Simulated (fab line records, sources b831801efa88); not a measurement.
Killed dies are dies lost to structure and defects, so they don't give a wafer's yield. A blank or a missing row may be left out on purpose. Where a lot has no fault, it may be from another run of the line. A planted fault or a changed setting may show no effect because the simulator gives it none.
A lot that was struck, set against a sound lot | flow sky130 | 31 steps out of a route of 708
Sound: these wafers, L770.3, L770.4, L770.6. The struck wafers were L782.3, L782.4, L782.5. Last of all comes the cause.
At each step with rows: each side's tool, then ch and its chambers, then its first start. Under that, the readings that differ: sound wafers | struck wafers | difference of the means | sigmas: that difference in standard deviations of wafers without a fault.
alike: same words and numbers on both sides, and readings whose means sit less than 2 such deviations apart. not compared: any withheld reading, any reading some wafer has no value for, any bound like >300 that may hide the same value, and any number with overlapping values for which the record gives no deviation.
The two part at a step that has a row with sigmas, a row that says differs or no value, or rows on one side only. When numbers do not overlap yet have no deviation, they are printed without sigmas and do not part them. Lack of a reading on every wafer of one side parts them only where that side has two or more wafers.

SKY_PWDE_OVL_MEAS_07:
  struck on overlay-01, day 7 16:43; sound on overlay-02, day 4 05:31
  alike: PWDE_OVL
following that, these wafers have no rows for 1 step: SKY_PWDE_IMPLANT_08.
SKY_PWDE_STRIP_09: strips in O2/N2.
  sound on plasma-asher-02 ch 0,1, day 4 07:19; struck on plasma-asher-03 ch 0,1, day 7 16:55
  alike: drypump-motor-current-A, o2-flow-sccm, oes-product-au, strip-time-to-endpoint-s
  not compared: rf-hours-counter-h
SKY_PWDE_TW_MEAS_10:
  struck on film-metro-02, day 7 17:01; sound on film-metro-02, day 4 07:24
  alike: PWDE_TW
then, 7 steps without rows for these wafers: SKY_NWELL_DEHYDRATE_03 (time 60 s); SKY_NWELL_HMDS_04 (prime time 60 s); SKY_NWELL_COAT_05 (resist thk 3000 nm); SKY_NWELL_SOFTBAKE_06; SKY_NWELL_EXPOSE_07 (exposes mask NWM, target cd 840 nm); SKY_NWELL_PEB_08; SKY_NWELL_DEVELOP_09 (develop time 60 s).
SKY_NWELL_OVL_MEAS_10:
  struck on overlay-02, day 8 13:21; sound on overlay-02, day 5 00:00
  alike: NWELL_00_OVL
SKY_NWELL_IMPLANT_11:
  sound on implanter-04 ch 0, day 5 00:04; struck on implanter-01 ch 0, day 8 13:25
  reading                   | sound             | struck            | difference | sigmas
  implant-ion-amu           | 31 31 31          | 75 75 75          | +44        |
  model.implant.rp-nm (nm)  | 491 491 491       | 217.4 217.4 217.4 | -273.6     |
  model.implant.drp-nm (nm) | 116.9 116.9 116.9 | 74.43 74.43 74.43 | -42.47     |
  alike: beam-energy-keV
then, 2 steps without rows for these wafers: SKY_NWELL_IMPLANT_12; SKY_NWELL_IMPLANT_13.
SKY_NWELL_STRIP_14: strips in O2/N2.
  sound on plasma-asher-02 ch 0,1, day 5 00:31; struck on plasma-asher-03 ch 0,1, day 8 13:52
  alike: drypump-motor-current-A, o2-flow-sccm, oes-product-au, strip-time-to-endpoint-s
  not compared: rf-hours-counter-h
SKY_NWELL_TW_MEAS_15:
  struck on film-metro-02, day 8 13:56; sound on film-metro-01, day 5 00:35
  reading  | sound          | struck         | difference | sigmas
  NWELL_TW | 1796 1788 1784 | 2786 2808 2786 | +1004      | +77
then, 7 steps without rows for these wafers: SKY_NWELL_DEHYDRATE_16 (time 60 s); SKY_NWELL_HMDS_17 (prime time 60 s); SKY_NWELL_COAT_18 (resist thk 3000 nm); SKY_NWELL_SOFTBAKE_19; SKY_NWELL_EXPOSE_20 (exposes mask NWM COMPLEMENT, target cd 840 nm); SKY_NWELL_PEB_21; SKY_NWELL_DEVELOP_22 (develop time 60 s).
SKY_NWELL_OVL_MEAS_23:
  struck on overlay-02, day 9 11:14; sound on overlay-01, day 5 17:30
  alike: NWELL_01_OVL
following that, these wafers have no rows for 1 step: SKY_NWELL_IMPLANT_24.
SKY_NWELL_STRIP_25: strips in O2/N2.
  sound on plasma-asher-02 ch 0,1, day 5 17:47; struck on plasma-asher-01 ch 0,1, day 9 11:26
  alike: drypump-motor-current-A, o2-flow-sccm, oes-product-au, strip-time-to-endpoint-s
  not compared: rf-hours-counter-h
SKY_NWELL_TW_MEAS_26:
  struck on film-metro-01, day 9 11:32; sound on film-metro-04, day 5 17:53
  alike: NWELL_2_TW
then, 1 step without rows for these wafers: SKY_NWELL_CLEAN_27 (cleans in SC1/SC2, time 150 s).
SKY_NWELL_RTA_28: time 30 s.
  sound on rtp-anneal-02 ch 0, day 5 18:00; struck on rtp-anneal-01 ch 0, day 9 11:39
  alike: lamp-power-pct, wafer_temp_C_max
SKY_NWELL_RS_MEAS_29: measures by four-point-probe.
  struck on film-metro-02, day 9 11:46; sound on film-metro-02, day 5 18:07
  reading           | sound             | struck            | difference | sigmas
  NWELL_RS (ohm/sq) | 625.3 626.0 624.1 | 835.7 836.9 837.5 | +211.6     | +99 or more

== WHERE THEY PART ==
Last at SKY_NWELL_RS_MEAS_29 as far as this record goes, first at SKY_NWELL_TW_MEAS_15.

WHY: whatever the simulator had introduced
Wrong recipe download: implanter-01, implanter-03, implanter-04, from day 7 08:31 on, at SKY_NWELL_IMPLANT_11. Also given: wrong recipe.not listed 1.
